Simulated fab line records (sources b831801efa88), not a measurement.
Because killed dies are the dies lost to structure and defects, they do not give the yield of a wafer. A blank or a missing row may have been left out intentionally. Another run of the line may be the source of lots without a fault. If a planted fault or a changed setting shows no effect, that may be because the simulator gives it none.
Which of the tools did it? / flow sky130 / Sampling: 14 lots, 42 wafers, 2 of 708 route steps

## WHAT EACH GAUGE READ, for each wafer
Not one reading of a measure or inspect step in the record can be checked against a usual standard deviation.

## WHAT TOOL EACH LOT RAN ON (gives the tool, then ch and the chambers of the sampled wafers, and finally the start)
lot=L950; SKY_RES_PROTECT_SOFTBAKE_03=litho_track-01 ch 0, day 14 17:46; SKY_PAD_OPEN_PROBE_99=prober-02, day 45 21:34
lot=L951; SKY_RES_PROTECT_SOFTBAKE_03=litho_track-04 ch 0, day 14 22:52; SKY_PAD_OPEN_PROBE_99=prober-01, day 46 04:30
lot=L952; SKY_RES_PROTECT_SOFTBAKE_03=litho_track-02 ch 0, day 15 07:13; SKY_PAD_OPEN_PROBE_99=prober-02, day 46 12:07
lot=L959; SKY_RES_PROTECT_SOFTBAKE_03=litho_track-04 ch 0, day 17 20:28; SKY_PAD_OPEN_PROBE_99=prober-02, day 48 05:01
lot=L961; SKY_RES_PROTECT_SOFTBAKE_03=litho_track-04 ch 0, day 18 15:53; SKY_PAD_OPEN_PROBE_99=prober-01, day 48 19:38
lot=L964; SKY_RES_PROTECT_SOFTBAKE_03=litho_track-02 ch 0, day 19 16:38; SKY_PAD_OPEN_PROBE_99=prober-02, day 49 08:16
lot=L965; SKY_RES_PROTECT_SOFTBAKE_03=litho_track-02 ch 0, day 20 14:56; SKY_PAD_OPEN_PROBE_99=prober-01, day 49 19:52
lot=L966; SKY_RES_PROTECT_SOFTBAKE_03=litho_track-02 ch 0, day 20 17:55; SKY_PAD_OPEN_PROBE_99=prober-02, day 49 21:37
lot=L968; SKY_RES_PROTECT_SOFTBAKE_03=litho_track-02 ch 0, day 21 05:53; SKY_PAD_OPEN_PROBE_99=prober-02, day 50 07:19
lot=L969; SKY_RES_PROTECT_SOFTBAKE_03=litho_track-02 ch 0, day 21 16:44; SKY_PAD_OPEN_PROBE_99=prober-01, day 50 11:10
lot=L970; SKY_RES_PROTECT_SOFTBAKE_03=litho_track-02 ch 0, day 21 22:38; SKY_PAD_OPEN_PROBE_99=prober-02, day 50 12:49
lot=L971; SKY_RES_PROTECT_SOFTBAKE_03=litho_track-02 ch 0, day 22 07:35; SKY_PAD_OPEN_PROBE_99=prober-01, day 50 17:58
lot=L972; SKY_RES_PROTECT_SOFTBAKE_03=litho_track-02 ch 0, day 22 11:55; SKY_PAD_OPEN_PROBE_99=prober-02, day 50 19:58
lot=L973; SKY_RES_PROTECT_SOFTBAKE_03=litho_track-02 ch 0, day 22 20:22; SKY_PAD_OPEN_PROBE_99=prober-01, day 51 00:58
- SKY_RES_PROTECT_SOFTBAKE_03: time 60 s.
- SKY_PAD_OPEN_PROBE_99

## AS READ BY THE TOOLS THEMSELVES (means over the sampled wafers that have a number; for cases with no such wafer, the mark the record gives instead)
SKY_RES_PROTECT_SOFTBAKE_03.
lot=L950; tool=litho_track-01; chill_plate_temp_C (C)=22.88; heater_power_total_W (W)=56.57; run_length_s (s)=89.15
lot=L951; tool=litho_track-04; chill_plate_temp_C (C)=22.94; heater_power_total_W (W)=56.57; run_length_s (s)=88.98
lot=L952; tool=litho_track-02; chill_plate_temp_C (C)=23.03; heater_power_total_W (W)=56.50; run_length_s (s)=89.30
lot=L959; tool=litho_track-04; chill_plate_temp_C (C)=23.17; heater_power_total_W (W)=57.60; run_length_s (s)=86.11
lot=L961; tool=litho_track-04; chill_plate_temp_C (C)=22.98; heater_power_total_W (W)=57.56; run_length_s (s)=86.06
lot=L964; tool=litho_track-02; chill_plate_temp_C (C)=23.13; heater_power_total_W (W)=56.58; run_length_s (s)=89.12
lot=L965; tool=litho_track-02; chill_plate_temp_C (C)=23.07; heater_power_total_W (W)=56.59; run_length_s (s)=89.28
lot=L966; tool=litho_track-02; chill_plate_temp_C (C)=22.93; heater_power_total_W (W)=56.61; run_length_s (s)=89.18
lot=L968; tool=litho_track-02; chill_plate_temp_C (C)=22.96; heater_power_total_W (W)=56.60; run_length_s (s)=89.20
lot=L969; tool=litho_track-02; chill_plate_temp_C (C)=23.17; heater_power_total_W (W)=56.61; run_length_s (s)=89.33
lot=L970; tool=litho_track-02; chill_plate_temp_C (C)=23.11; heater_power_total_W (W)=56.63; run_length_s (s)=89.11
lot=L971; tool=litho_track-02; chill_plate_temp_C (C)=23.06; heater_power_total_W (W)=56.54; run_length_s (s)=89.28
lot=L972; tool=litho_track-02; chill_plate_temp_C (C)=22.93; heater_power_total_W (W)=56.57; run_length_s (s)=89.17
lot=L973; tool=litho_track-02; chill_plate_temp_C (C)=23.03; heater_power_total_W (W)=56.54; run_length_s (s)=89.15

SKY_PAD_OPEN_PROBE_99.
lot=L950 tool=prober-02 killed_at_M0_to_M3=40 killed_at_M4_up=2.3 killed_at_contacts=23 killed_at_front_end=16 killed_at_other=0.0 killed_dies=82 killed_open=46 killed_short=36
lot=L951 tool=prober-01 killed_at_M0_to_M3=38 killed_at_M4_up=2.3 killed_at_contacts=25 killed_at_front_end=16 killed_at_other=0.3 killed_dies=82 killed_open=45 killed_short=37
lot=L952 tool=prober-02 killed_at_M0_to_M3=44 killed_at_M4_up=2.7 killed_at_contacts=27 killed_at_front_end=12 killed_at_other=0.0 killed_dies=85 killed_open=45 killed_short=39
lot=L959 tool=prober-02 killed_at_M0_to_M3=45 killed_at_M4_up=3.3 killed_at_contacts=25 killed_at_front_end=13 killed_at_other=0.7 killed_dies=87 killed_open=47 killed_short=41
lot=L961 tool=prober-01 killed_at_M0_to_M3=50 killed_at_M4_up=3.0 killed_at_contacts=23 killed_at_front_end=17 killed_at_other=0.7 killed_dies=94 killed_open=51 killed_short=43
lot=L964 tool=prober-02 killed_at_M0_to_M3=40 killed_at_M4_up=2.7 killed_at_contacts=32 killed_at_front_end=15 killed_at_other=0.3 killed_dies=90 killed_open=51 killed_short=38
lot=L965 tool=prober-01 killed_at_M0_to_M3=44 killed_at_M4_up=3.0 killed_at_contacts=25 killed_at_front_end=20 killed_at_other=1.3 killed_dies=93 killed_open=53 killed_short=41
lot=L966 tool=prober-02 killed_at_M0_to_M3=45 killed_at_M4_up=3.0 killed_at_contacts=21 killed_at_front_end=14 killed_at_other=0.3 killed_dies=84 killed_open=46 killed_short=38
lot=L968 tool=prober-02 killed_at_M0_to_M3=43 killed_at_M4_up=4.3 killed_at_contacts=22 killed_at_front_end=16 killed_at_other=0.3 killed_dies=86 killed_open=50 killed_short=35
lot=L969 tool=prober-01 killed_at_M0_to_M3=39 killed_at_M4_up=3.7 killed_at_contacts=25 killed_at_front_end=17 killed_at_other=0.0 killed_dies=85 killed_open=49 killed_short=36
lot=L970 tool=prober-02 killed_at_M0_to_M3=43 killed_at_M4_up=2.3 killed_at_contacts=18 killed_at_front_end=18 killed_at_other=0.3 killed_dies=82 killed_open=44 killed_short=38
lot=L971 tool=prober-01 killed_at_M0_to_M3=41 killed_at_M4_up=1.7 killed_at_contacts=23 killed_at_front_end=15 killed_at_other=0.3 killed_dies=81 killed_open=42 killed_short=39
lot=L972 tool=prober-02 killed_at_M0_to_M3=33 killed_at_M4_up=3.7 killed_at_contacts=23 killed_at_front_end=14 killed_at_other=0.7 killed_dies=75 killed_open=38 killed_short=35
lot=L973 tool=prober-01 killed_at_M0_to_M3=34 killed_at_M4_up=3.0 killed_at_contacts=26 killed_at_front_end=11 killed_at_other=0.7 killed_dies=75 killed_open=40 killed_short=35

## THE ANSWER, worked out from the rows above alone
Rule: usual is defined by the lots themselves. Put in order of their means at a reading, lots are off if they are a third of the lots or fewer, leave a main group of 4 or more, and stand apart from it by a gap of 3 or more times the standard deviation of the main group's means; of several such gaps the widest counts. If all means in a main group match to the digits the tables above print for the reading, that group is not used. A lot without any number at a reading at which 4 lots or more have one is off too. Where the step has rows for the other lots, those lots are counted as sound. Order of review: gauges by route order, followed by the tools' own readings, for which a lot's mean as printed above is used. The first step at which some lot is off is used, and at that step the reading that is off furthest; a lot without a number counts as furthest.
Off at SKY_RES_PROTECT_SOFTBAKE_03 (run_length_s): L959, L961. Main group: mean 89.19 s, sd 0.094.
A tool fits if, at that step or a process step before it, it ran every lot that is off, and no sound lot after the first of them. One fits: litho_track-04 at SKY_RES_PROTECT_SOFTBAKE_03. Its last sound lot is L951 (day 14 22:52), its first lot that is off L959 (day 17 20:28): a fault that began between those two fits.
The tool's own readings at SKY_RES_PROTECT_SOFTBAKE_03 bear it out: on the lots that are off they differ by more than 5 times the standard deviation of the sound lots' means. heater_power_total_W reads 57.58 W there against 56.58 W on the sound lots; run_length_s reads 86.09 s there against 89.19 s on the sound lots.

## WHAT THE SIMULATOR HAD INSERTED
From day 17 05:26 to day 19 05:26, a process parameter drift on litho_track-04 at SKY_RES_PROTECT_SOFTBAKE_03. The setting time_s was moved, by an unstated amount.
Shown lots that were struck: L959, L961. This agrees with what the rule above found.
